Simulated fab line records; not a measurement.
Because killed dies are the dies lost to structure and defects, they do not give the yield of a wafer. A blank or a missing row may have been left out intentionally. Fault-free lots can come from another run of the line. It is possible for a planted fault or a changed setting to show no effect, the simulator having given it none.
fab line records | flow sky130
[record] lots = 5 | wafers = 15 | lastDay = 50
route steps=708 shown VIA2@527 METAL3@532 CAPM@537 PAD_OPEN@708
lots untouched by any fault: they come from a run of this same line in which no faults occurred
startH: the number of hours between the record's first day and the start of the first shown wafer of the lot | waitH: hours from the lot's prior step to this one | " same as the row above | L1.1+2: several wafers, shown together as one row | - either no value or no given start | * or withheld: withheld | < > ~ a bound
route shown NAME@n: a module of which the file shows steps, and the number in the route of the first | usual: the fault-free wafers' mean and standard deviation | same: alike in all rows | chamber/n: place in a boat | sites: the reading at each site | _std_site: the values' standard deviation | _edge_site: outer sites' mean less inner sites' | radiusMm: for every site, how far away it sits from the centre of the wafer | mask NAME#n: copy n | behind: the last tool/chamber to shape the wafer | hold: what put the lot on hold/how long, in hours/how the hold closed | device: which transistor (n, p or np) failed to switch | end of line: the tests these same wafers got at the end of their route | step lacking rows: just its recipe | killed: count of dies lost to structure and defects at first sort (not the wafer's yield) | map: per-die view of a wafer (x killed, . not killed, _ where there is no die)
set.NAME: setting as actually run; set.NAME@STEP: the setting as run at that earlier step | model.NAME: the simulator's own value behind a step, which no gauge read
certain route steps with their lots: each step a table, each wafer a row
services: the hour from which a tool's chamber was out of use, counted from the record's first day as startH (under 0 if before that day), plus the number of hours and why
[[steps]]
[step SKY_VIA2_SPUTTER_20]
[recipe] material = TiN | targetThkNm = 20 | chamberPressurePa = 5 | powerW = 4000 | timeS = 80
[step SKY_VIA2_CVD_21]
[recipe] material = W | targetThkNm = 420 | timeS = 126.4 | tempC = 400 | pressureTorr = 40
[step SKY_VIA2_RS_MEAS_22]
[recipe] thkMeasGauge = four-point-probe | reads = W_of_VIA2_CVD_21+TiN_of_VIA2_SPUTTER_20
[usual] VIA2_W_RS = 0.273/0.0034
lot.wafer | tool         | chamber | startH  | waitH | VIA2_W_RS[ohm/sq]
L879.1    | filmMetro-02 | -       | 905.86  | 0.1   | 0.272
L879.4    | "            | -       | "       | "     | 0.273
L879.6    | "            | -       | "       | "     | 0.272
L886.1    | filmMetro-04 | -       | 948.79  | 0.1   | 0.269
L886.2    | "            | -       | "       | "     | 0.275
L886.6    | "            | -       | "       | "     | 0.272
L889.1    | filmMetro-04 | -       | 972.45  | 0.1   | 0.273
L889.4    | "            | -       | "       | "     | 0.269
L889.6    | "            | -       | "       | "     | 0.271
L894.2    | filmMetro-04 | -       | 1001.34 | 0.1   | 0.273
L894.3    | "            | -       | "       | "     | 0.276
L894.4    | "            | -       | "       | "     | 0.275
L895.1    | filmMetro-04 | -       | 1009.93 | 0.1   | 0.273
L895.3    | "            | -       | "       | "     | 0.275
L895.5    | "            | -       | "       | "     | 0.271
[step SKY_VIA2_THK_MEAS_23]
[recipe] thkMeasGauge = xrf | reads = W_of_VIA2_CVD_21
[usual] VIA2_W_THK = 418/6.9
lot.wafer | tool         | chamber | startH  | waitH | VIA2_W_THK[nm]
L879.1    | filmMetro-02 | -       | 905.98  | 0.1   | 414
L879.4    | "            | -       | "       | "     | 412
L879.6    | "            | -       | "       | "     | 416
L886.1    | filmMetro-04 | -       | 948.91  | 0.1   | 423
L886.2    | "            | -       | "       | "     | 412
L886.6    | "            | -       | "       | "     | 420
L889.1    | filmMetro-04 | -       | 972.57  | 0.1   | 422
L889.4    | "            | -       | "       | "     | 426
L889.6    | "            | -       | "       | "     | 422
L894.2    | filmMetro-04 | -       | 1001.45 | 0.1   | 420
L894.3    | "            | -       | "       | "     | 416
L894.4    | "            | -       | "       | "     | 417
L895.1    | filmMetro-04 | -       | 1010.05 | 0.1   | 418
L895.3    | "            | -       | "       | "     | 414
L895.5    | "            | -       | "       | "     | 421
[step SKY_VIA2_CMP_24]
[recipe] stopOn = SiO2 | tOverpolishS = 20 | downForcePsi = 3.5 | platenRpm = 60 | targetThkNm = 0 | padVelocityMS = 0.94248
[usual] edgeZonePressureFrac = 1.000/0.0054 | motorCurrentA = 10.7/1.1 | overpolishRunS = 19.999/0.0091 | timeToEndpointS = 99/4.4
lot.wafer | tool   | chamber | startH  | waitH | edgeZonePressureFrac | motorCurrentA | overpolishRunS | timeToEndpointS
L879.1    | cmp-01 | 2       | 906.14  | 0.1   | 1.010                | 11.4          | 20.012         | 101
L879.4    | "      | 3       | "       | "     | 0.998                | 11.7          | 19.985         | 108
L879.6    | "      | 0       | "       | "     | 0.994                | 8.8           | 20.003         | 101
L886.1    | cmp-01 | 2       | 949.02  | 0.1   | 1.000                | 11.7          | 19.997         | 99
L886.2    | "      | 0       | "       | "     | 0.995                | 9.1           | 19.995         | 99
L886.6    | "      | 1       | "       | "     | 1.000                | 11.8          | 20.013         | 102
L889.4    | cmp-01 | 2       | 972.89  | 0.3   | 1.004                | 12.3          | 19.993         | 100
L889.1    | "      | 3       | "       | "     | 1.003                | 12.3          | 20.008         | 109
L889.6    | "      | 1       | "       | "     | 1.008                | 11.8          | 20.004         | 103
L894.2    | cmp-02 | 3       | 1001.50 | 0.0   | 0.995                | 9.5           | 20.001         | 102
L894.4    | "      | 1       | "       | "     | 0.997                | 10.6          | 19.997         | 100
L894.3    | "      | 2       | "       | "     | 0.997                | 11.3          | 20.020         | 94
L895.3    | cmp-01 | 0       | 1010.21 | 0.1   | 0.997                | 8.8           | 19.985         | 102
L895.1    | "      | 1       | "       | "     | 1.004                | 11.7          | 20.009         | 103
L895.5    | "      | 2       | "       | "     | 0.994                | 11.9          | 20.000         | 98
[step SKY_METAL3_SPUTTER_00]
[recipe] material = Ti | targetThkNm = 15 | powerW = 3000 | timeS = 10 | chamberPressurePa = 0.4
[usual] throttleValvePct = 30.2/1
lot.wafer | tool          | chamber | startH  | waitH | throttleValvePct
L879.1    | pvdSputter-02 | -       | 906.34  | 0.1   | 30.0
L879.4    | "             | -       | "       | "     | 30.8
L879.6    | "             | -       | "       | "     | 30.3
L886.1    | pvdSputter-02 | -       | 949.27  | 0.2   | 30.2
L886.2    | "             | -       | "       | "     | 31.0
L886.6    | "             | -       | "       | "     | 31.2
L889.1    | pvdSputter-02 | -       | 973.09  | 0.1   | 30.4
L889.4    | "             | -       | "       | "     | 29.2
L889.6    | "             | -       | "       | "     | 30.9
L894.2    | pvdSputter-01 | -       | 1001.80 | 0.2   | 28.9
L894.3    | "             | -       | "       | "     | 29.8
L894.4    | "             | -       | "       | "     | 30.4
L895.1    | pvdSputter-03 | -       | 1010.41 | 0.1   | 32.4
L895.3    | "             | -       | "       | "     | 31.5
L895.5    | "             | -       | "       | "     | 32.6
[step SKY_METAL3_SPUTTER_01]
[recipe] material = TiN | targetThkNm = 20 | powerW = 6500 | timeS = 16.7 | chamberPressurePa = 0.4
[step SKY_METAL3_SPUTTER_02]
[recipe] material = AlCu | targetThkNm = 735 | powerW = 10600 | timeS = 39.1 | chamberPressurePa = 0.4
[usual] throttleValvePct = 30.2/1
lot.wafer | tool          | chamber | startH  | waitH | throttleValvePct
L879.1    | pvdSputter-02 | -       | 906.38  | 0.0   | 29.8
L879.4    | "             | -       | "       | "     | 30.9
L879.6    | "             | -       | "       | "     | 30.4
L886.1    | pvdSputter-02 | -       | 949.32  | 0.0   | 30.7
L886.2    | "             | -       | "       | "     | 31.0
L886.6    | "             | -       | "       | "     | 30.9
L889.1    | pvdSputter-02 | -       | 973.14  | 0.0   | 30.4
L889.4    | "             | -       | "       | "     | 29.2
L889.6    | "             | -       | "       | "     | 30.8
L894.2    | pvdSputter-01 | -       | 1001.85 | 0.0   | 28.9
L894.3    | "             | -       | "       | "     | 29.9
L894.4    | "             | -       | "       | "     | 30.7
L895.1    | pvdSputter-03 | -       | 1010.46 | 0.0   | 32.3
L895.3    | "             | -       | "       | "     | 31.2
L895.5    | "             | -       | "       | "     | 32.6
[step SKY_METAL3_SPUTTER_03]
[recipe] material = Ti | targetThkNm = 5 | powerW = 3000 | timeS = 3.3 | chamberPressurePa = 0.4
[usual] throttleValvePct = 30.2/1
lot.wafer | tool          | chamber | startH  | waitH | throttleValvePct
L879.1    | pvdSputter-02 | -       | 906.42  | 0.0   | 29.8
L879.4    | "             | -       | "       | "     | 30.8
L879.6    | "             | -       | "       | "     | 30.3
L886.1    | pvdSputter-02 | -       | 949.35  | 0.0   | 30.4
L886.2    | "             | -       | "       | "     | 31.0
L886.6    | "             | -       | "       | "     | 31.1
L889.1    | pvdSputter-02 | -       | 973.18  | 0.0   | 30.5
L889.4    | "             | -       | "       | "     | 29.2
L889.6    | "             | -       | "       | "     | 31.1
L894.2    | pvdSputter-01 | -       | 1001.89 | 0.0   | 28.8
L894.3    | "             | -       | "       | "     | 29.8
L894.4    | "             | -       | "       | "     | 31.1
L895.1    | pvdSputter-03 | -       | 1010.50 | 0.0   | 32.3
L895.3    | "             | -       | "       | "     | 31.7
L895.5    | "             | -       | "       | "     | 32.4
[step SKY_METAL3_SPUTTER_04]
[recipe] material = TiN | targetThkNm = 70 | powerW = 6500 | timeS = 58.3 | chamberPressurePa = 0.4
[usual] throttleValvePct = 30.2/1
lot.wafer | tool          | chamber | startH  | waitH | throttleValvePct
L879.1    | pvdSputter-02 | -       | 906.44  | 0.0   | 30.0
L879.4    | "             | -       | "       | "     | 30.8
L879.6    | "             | -       | "       | "     | 30.2
L886.1    | pvdSputter-02 | -       | 949.37  | 0.0   | 30.4
L886.2    | "             | -       | "       | "     | 31.1
L886.6    | "             | -       | "       | "     | 31.0
L889.1    | pvdSputter-02 | -       | 973.20  | 0.0   | 30.4
L889.4    | "             | -       | "       | "     | 29.2
L889.6    | "             | -       | "       | "     | 31.0
L894.2    | pvdSputter-01 | -       | 1001.91 | 0.0   | 28.8
L894.3    | "             | -       | "       | "     | 29.6
L894.4    | "             | -       | "       | "     | 30.6
L895.1    | pvdSputter-03 | -       | 1010.52 | 0.0   | 32.3
L895.3    | "             | -       | "       | "     | 31.3
L895.5    | "             | -       | "       | "     | 32.3
[step SKY_CAPM_CVD_00]
[recipe] material = SiO2 | targetThkNm = 15.5 | tempC = 400 | timeS = withheld | rfW = 450
[step SKY_CAPM_THK_MEAS_01]
[recipe] reads = SiO2_of_CAPM_CVD_00
[usual] CAPM_CVD_00_THK = 15.45/0.21
lot.wafer | tool         | chamber | startH  | waitH | CAPM_CVD_00_THK[nm]
L879.1    | filmMetro-03 | -       | 906.51  | -     | 15.01
L879.4    | "            | -       | "       | "     | 15.27
L879.6    | "            | -       | "       | "     | 15.29
L886.1    | filmMetro-04 | -       | 949.44  | -     | 15.42
L886.2    | "            | -       | "       | "     | 15.32
L886.6    | "            | -       | "       | "     | 15.46
L889.1    | filmMetro-04 | -       | 973.27  | -     | 15.19
L889.4    | "            | -       | "       | "     | 15.59
L889.6    | "            | -       | "       | "     | 15.57
L894.2    | filmMetro-04 | -       | 1001.99 | -     | 15.58
L894.3    | "            | -       | "       | "     | 15.53
L894.4    | "            | -       | "       | "     | 15.52
L895.1    | filmMetro-03 | -       | 1010.59 | -     | 14.94
L895.3    | "            | -       | "       | "     | 15.10
L895.5    | "            | -       | "       | "     | 15.44
[step SKY_CAPM_SPUTTER_02]
[recipe] material = TiN | targetThkNm = 200 | tempC = 300 | powerW = 6500 | timeS = 166.7 | chamberPressurePa = 0.4
[usual] throttleValvePct = 30.2/1.2
lot.wafer | tool          | chamber | startH  | waitH | throttleValvePct
L879.1    | pvdSputter-03 | -       | 906.57  | 0.1   | 31.2
L879.4    | "             | -       | "       | "     | 30.3
L879.6    | "             | -       | "       | "     | 32.4
L886.1    | pvdSputter-01 | -       | 949.50  | 0.1   | 30.3
L886.2    | "             | -       | "       | "     | 28.6
L886.6    | "             | -       | "       | "     | 28.9
L889.1    | pvdSputter-01 | -       | 973.33  | 0.1   | 30.4
L889.4    | "             | -       | "       | "     | 28.6
L889.6    | "             | -       | "       | "     | 29.1
L894.2    | pvdSputter-03 | -       | 1002.04 | 0.0   | 29.9
L894.3    | "             | -       | "       | "     | 31.4
L894.4    | "             | -       | "       | "     | 29.5
L895.1    | pvdSputter-03 | -       | 1010.65 | 0.1   | 29.2
L895.3    | "             | -       | "       | "     | 32.4
L895.5    | "             | -       | "       | "     | 32.2
[step SKY_CAPM_RS_MEAS_03]
[recipe] thkMeasGauge = four-point-probe | reads = TiN_of_CAPM_SPUTTER_02
[usual] CAPM_TIN_RS = 6.92/0.078
lot.wafer | tool         | chamber | startH  | waitH | CAPM_TIN_RS[ohm/sq]
L879.1    | filmMetro-03 | -       | 906.68  | 0.1   | 7.05
L879.4    | "            | -       | "       | "     | 7.11
L879.6    | "            | -       | "       | "     | 7.07
L886.1    | filmMetro-01 | -       | 949.61  | 0.1   | 7.01
L886.2    | "            | -       | "       | "     | 7.02
L886.6    | "            | -       | "       | "     | 7.11
L889.1    | filmMetro-03 | -       | 973.44  | 0.1   | 7.07
L889.4    | "            | -       | "       | "     | 7.16
L889.6    | "            | -       | "       | "     | 7.17
L894.2    | filmMetro-01 | -       | 1002.17 | 0.1   | 6.81
L894.3    | "            | -       | "       | "     | 6.85
L894.4    | "            | -       | "       | "     | 6.78
L895.1    | filmMetro-04 | -       | 1010.76 | 0.1   | 6.84
L895.3    | "            | -       | "       | "     | 6.87
L895.5    | "            | -       | "       | "     | 6.89
[step SKY_CAPM_THK_MEAS_04]
[recipe] thkMeasGauge = xrf | reads = TiN_of_CAPM_SPUTTER_02
[usual] CAPM_TIN_THK = 202.8/2.4
lot.wafer | tool         | chamber | startH  | waitH | CAPM_TIN_THK[nm]
L879.1    | filmMetro-03 | -       | 906.80  | 0.1   | 197.9
L879.4    | "            | -       | "       | "     | 197.0
L879.6    | "            | -       | "       | "     | 199.5
L886.1    | filmMetro-01 | -       | 949.73  | 0.1   | 200.5
L886.2    | "            | -       | "       | "     | 199.7
L886.6    | "            | -       | "       | "     | 196.8
L889.1    | filmMetro-03 | -       | 973.56  | 0.1   | 198.3
L889.4    | "            | -       | "       | "     | 196.4
L889.6    | "            | -       | "       | "     | 196.2
L894.2    | filmMetro-01 | -       | 1002.28 | 0.1   | 206.5
L894.3    | "            | -       | "       | "     | 204.7
L894.4    | "            | -       | "       | "     | 206.4
L895.1    | filmMetro-04 | -       | 1010.88 | 0.1   | 206.4
L895.3    | "            | -       | "       | "     | 205.6
L895.5    | "            | -       | "       | "     | 205.0
[step SKY_PAD_OPEN_PROBE_99]
[usual] killed_at_M0_to_M3 = 44/7.3 | killed_at_M4_up = 3.4/1.8 | killedAtContacts = 24/5.8 | killedAtFrontEnd = 15/4.9 | killedAtOther = 0.4/0.63 | killedDies = 86/11 | killedOpen = 47/8 | killedShort = 39/6.5
[same] grossDies = 492 | killedAtBackSide = 0
lot.wafer | tool      | chamber | startH  | waitH | killed_at_M0_to_M3 | killed_at_M4_up | killedAtContacts | killedAtFrontEnd | killedAtOther | killedDies | killedOpen | killedShort
L879.1    | prober-02 | -       | 1120.91 | 0.1   | 33                 | 3               | 25               | 5                | 0             | 66         | 41         | 24
L879.4    | prober-02 | -       | 1121.06 | 0.2   | 50                 | 6               | 19               | 15               | 0             | 90         | 55         | 35
L879.6    | prober-02 | -       | 1121.16 | 0.2   | 35                 | 6               | 26               | 7                | 0             | 74         | 30         | 44
L886.1    | prober-02 | -       | 1154.67 | 0.1   | 42                 | 1               | 37               | 14               | 0             | 94         | 59         | 35
L886.2    | prober-02 | -       | 1154.72 | 0.1   | 45                 | 6               | 29               | 21               | 1             | 102        | 54         | 45
L886.6    | prober-02 | -       | 1154.92 | 0.2   | 40                 | 5               | 36               | 17               | 0             | 98         | 53         | 45
L889.1    | prober-02 | -       | 1172.98 | 0.1   | 53                 | 2               | 29               | 22               | 0             | 106        | 61         | 45
L889.4    | prober-02 | -       | 1173.13 | 0.2   | 48                 | 2               | 21               | 19               | 3             | 93         | 53         | 40
L889.6    | prober-02 | -       | 1173.23 | 0.2   | 47                 | 3               | 28               | 22               | 0             | 100        | 64         | 36
L894.2    | prober-02 | -       | 1191.45 | 0.1   | 47                 | 4               | 30               | 23               | 0             | 104        | 57         | 47
L894.3    | prober-02 | -       | 1191.50 | 0.2   | 63                 | 3               | 26               | 14               | 0             | 106        | 61         | 45
L894.4    | prober-02 | -       | 1191.55 | 0.2   | 49                 | 4               | 21               | 23               | 0             | 97         | 52         | 45
L895.1    | prober-01 | -       | 1197.44 | 0.1   | 51                 | 6               | 26               | 12               | 0             | 95         | 53         | 40
L895.3    | prober-01 | -       | 1197.54 | 0.2   | 46                 | 7               | 18               | 11               | 2             | 84         | 39         | 45
L895.5    | prober-01 | -       | 1197.64 | 0.2   | 34                 | 5               | 26               | 7                | 1             | 73         | 41         | 29
// killed by level:class
L879.1 VIA1:geometricParticle:open=12 LI_CONTACT:geometricParticle:open=10 VIA2:geometricParticle:open=7 CONTACT:geometricParticle:open=5 METAL2:geometricParticle:short=5 CONTACT:geometricParticle:short=4 LOCAL_INTERCONNECT:geometricParticle:short=3 POLY_GATE:geometricParticle:short=2
L879.4 VIA3:geometricParticle:open=9 VIA1:geometricParticle:open=8 VIA2:geometricParticle:open=8 CONTACT:geometricParticle:open=7 POLY_GATE:geometricParticle:open=5 LI_CONTACT:geometricParticle:open=5 METAL1:geometricParticle:open=5 VIA2:geometricParticle:short=4
L879.6 CONTACT:geometricParticle:open=8 METAL3:geometricParticle:short=6 CONTACT:geometricParticle:short=6 VIA2:geometricParticle:open=6 FIELD_ISO:geometricParticle:short=5 VIA1:geometricParticle:open=5 LOCAL_INTERCONNECT:geometricParticle:short=5 LI_CONTACT:geometricParticle:open=4
L886.1 CONTACT:geometricParticle:open=15 METAL2:geometricParticle:short=9 LI_CONTACT:geometricParticle:open=8 VIA1:geometricParticle:open=8 VIA2:geometricParticle:open=8 CONTACT:geometricParticle:short=6 VIA2:geometricParticle:short=5 FIELD_ISO:geometricParticle:open=4
L886.2 VIA1:geometricParticle:open=11 CONTACT:geometricParticle:open=8 CONTACT:geometricParticle:short=8 LI_CONTACT:geometricParticle:open=7 METAL2:geometricParticle:short=6 VIA1:geometricParticle:short=6 VIA3:geometricParticle:open=6 FIELD_ISO:geometricParticle:open=5
L886.6 CONTACT:geometricParticle:open=12 VIA1:geometricParticle:open=12 LOCAL_INTERCONNECT:geometricParticle:short=9 VIA1:geometricParticle:short=9 VIA3:geometricParticle:open=7 LI_CONTACT:geometricParticle:open=7 FIELD_ISO:geometricParticle:open=4 FIELD_ISO:geometricParticle:short=4
L889.1 CONTACT:geometricParticle:open=12 VIA3:geometricParticle:open=12 VIA1:geometricParticle:open=8 FIELD_ISO:geometricParticle:open=7 LI_CONTACT:geometricParticle:open=7 POLY_GATE:geometricParticle:short=6 CONTACT:geometricParticle:short=6 METAL2:geometricParticle:short=6
L889.4 VIA1:geometricParticle:open=11 VIA2:geometricParticle:open=10 CONTACT:geometricParticle:open=8 FIELD_ISO:geometricParticle:open=6 FIELD_ISO:geometricParticle:short=5 LI_CONTACT:geometricParticle:open=5 VIA2:geometricParticle:short=5 CONTACT:geometricParticle:short=5
L889.6 VIA1:geometricParticle:open=15 CONTACT:geometricParticle:open=11 LI_CONTACT:geometricParticle:open=11 VIA1:geometricParticle:short=8 POLY_GATE:geometricParticle:open=6 POLY_GATE:geometricParticle:short=6 VIA2:geometricParticle:open=6 VIA3:geometricParticle:open=6
L894.2 VIA1:geometricParticle:open=12 CONTACT:geometricParticle:open=11 FIELD_ISO:geometricParticle:short=10 LI_CONTACT:geometricParticle:open=9 METAL2:geometricParticle:short=7 METAL1:geometricParticle:short=6 VIA2:geometricParticle:open=5 VIA3:geometricParticle:open=5
L894.3 VIA1:geometricParticle:open=15 CONTACT:geometricParticle:open=9 METAL2:geometricParticle:short=9 VIA2:geometricParticle:open=9 VIA3:geometricParticle:open=8 LI_CONTACT:geometricParticle:open=6 POLY_GATE:geometricParticle:open=5 CONTACT:geometricParticle:short=5
L894.4 VIA1:geometricParticle:open=12 CONTACT:geometricParticle:open=10 VIA2:geometricParticle:open=8 FIELD_ISO:geometricParticle:short=6 METAL2:geometricParticle:short=6 POLY_GATE:geometricParticle:short=5 METAL3:geometricParticle:short=5 FIELD_ISO:geometricParticle:open=4
L895.1 CONTACT:geometricParticle:open=13 VIA2:geometricParticle:open=10 METAL2:geometricParticle:short=8 VIA1:geometricParticle:open=7 VIA3:geometricParticle:open=7 METAL3:geometricParticle:short=6 LI_CONTACT:geometricParticle:open=4 LOCAL_INTERCONNECT:geometricParticle:short=4
L895.3 VIA1:geometricParticle:open=16 CONTACT:geometricParticle:open=7 METAL2:geometricParticle:short=7 METAL3:geometricParticle:short=6 VIA1:geometricParticle:short=6 METAL4:geometricParticle:short=6 LOCAL_INTERCONNECT:geometricParticle:short=4 VIA2:geometricParticle:open=4
L895.5 CONTACT:geometricParticle:open=10 LI_CONTACT:geometricParticle:open=9 METAL1:geometricParticle:short=6 VIA1:geometricParticle:short=6 VIA1:geometricParticle:open=6 VIA2:geometricParticle:open=5 LOCAL_INTERCONNECT:geometricParticle:short=4 VIA3:geometricParticle:open=4
[[services]]
tool          | chamber | startH | hours | kind
pvdSputter-02 | -       | 890.41 | 2.5   | repair
cmp-01        | -       | 913.57 | 4.0   | pm
cmp-01        | -       | 917.57 | -     | consumableReplace:conditioner
cmp-01        | -       | 917.57 | -     | consumableReplace:pad
cmp-02        | -       | 923.44 | 11.8  | repair
pvdSputter-01 | -       | 944.64 | 1.7   | repair
cmp-02        | -       | 967.84 | 20.3  | repair
cmp-01        | -       | 992.94 | 3.9   | pm
pvdSputter-03 | -       | 994.82 | 4.9   | repair
[[key]]
[firstSign] step = SKY_CAPM_RS_MEAS_03 | reading = CAPM_TIN_RS | direction = up | sigmas = 2.7 | usual = 6.92 | struck = 7.13
[effect] step = SKY_CAPM_THK_MEAS_04 | reading = CAPM_TIN_THK | direction = down | sigmas = 2.5 | usual = 202.8 | struck = 197.0
metAt SKY_CAPM_SPUTTER_02
struckWafers L889.1,L889.4,L889.6
testerLeftOut L889
onsetBetween 949.50 973.33
alsoFits SKY_METAL3_SPUTTER_00:pvdSputter-02,SKY_METAL3_SPUTTER_02:pvdSputter-02,SKY_METAL3_SPUTTER_03:pvdSputter-02,SKY_METAL3_SPUTTER_04:pvdSputter-02
[earlierFault] kind = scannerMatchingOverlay | tool = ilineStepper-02 | chamber = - | onsetH = 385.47 | steps = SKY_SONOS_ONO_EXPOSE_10 | offset = 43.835
[fault] kind = siteProfileDrift | tool = pvdSputter-01 | chamber = - | onsetH = 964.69 | steps = SKY_CAPM_SPUTTER_02 | basis = fraction | maxAbsDrift = 0.050486 | slopeSharePerHr = 25.243 | sitePattern = 0,0,0,0,0,-1,-1,-1,-1
// testerLeftOut: of these lots the tester's yield and bins aren't shown, on N5 and GAA mostly nor the transistor test; their killed dies are dies lost to structure and defects alone, not to doping, threshold or leakage, so they don't give the yield
